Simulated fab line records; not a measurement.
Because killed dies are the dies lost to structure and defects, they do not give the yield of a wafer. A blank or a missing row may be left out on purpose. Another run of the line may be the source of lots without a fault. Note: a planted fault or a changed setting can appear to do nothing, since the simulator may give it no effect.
Chamber matching    flow sky130    SKY_VIA4_CMP_02 on cmp-02 has 4 sister chambers
The step polishes SiO2. 4 wafers are shown with their chamber, then 7 later ones without.

WAFERS WITH THEIR CHAMBER
wafer   chamber  motorCurrentA (A)
L202.3  2        11.1
L202.4  0        13.0
L203.3  3        11.1
L203.5  1        11.1

WAFERS MISSING THEIR CHAMBER
wafer   motorCurrentA (A)
L203.6  12.0
L208.1  11.5
L208.4  12.7
L208.6  11.5
L210.2  13.6
L210.5  13.3
L210.6  11.8

CHAMBER TAKEN BY EACH
wafer   from the rows above                in truth
L203.6  can't be placed: 1 or 2 or 3 or 0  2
L208.1  can't be placed: 1 or 2 or 3 or 0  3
L208.4  0                                  0
L208.6  can't be placed: 1 or 2 or 3 or 0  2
L210.2  0                                  0
L210.5  0                                  0
L210.6  can't be placed: 1 or 2 or 3 or 0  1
3 of 7 placed correctly. From these rows, 4 cannot be placed; in 4 the true chamber is one of the candidates. Placed wrongly: 0.
How it was worked out, from the rows above alone: a wafer's distance from a chamber is the root of the sum, over the readings, of the square of ((its reading less the chamber's mean) divided by the reading's scatter). The wafer belongs to the nearest chamber; if the next one is less than 2 further off, it can't be placed. A chamber's mean is the mean of its shown wafers. The scatter (one wafer shown for each chamber): square how far every hidden wafer sits from the nearest shown wafer, average those squares and take the square root.
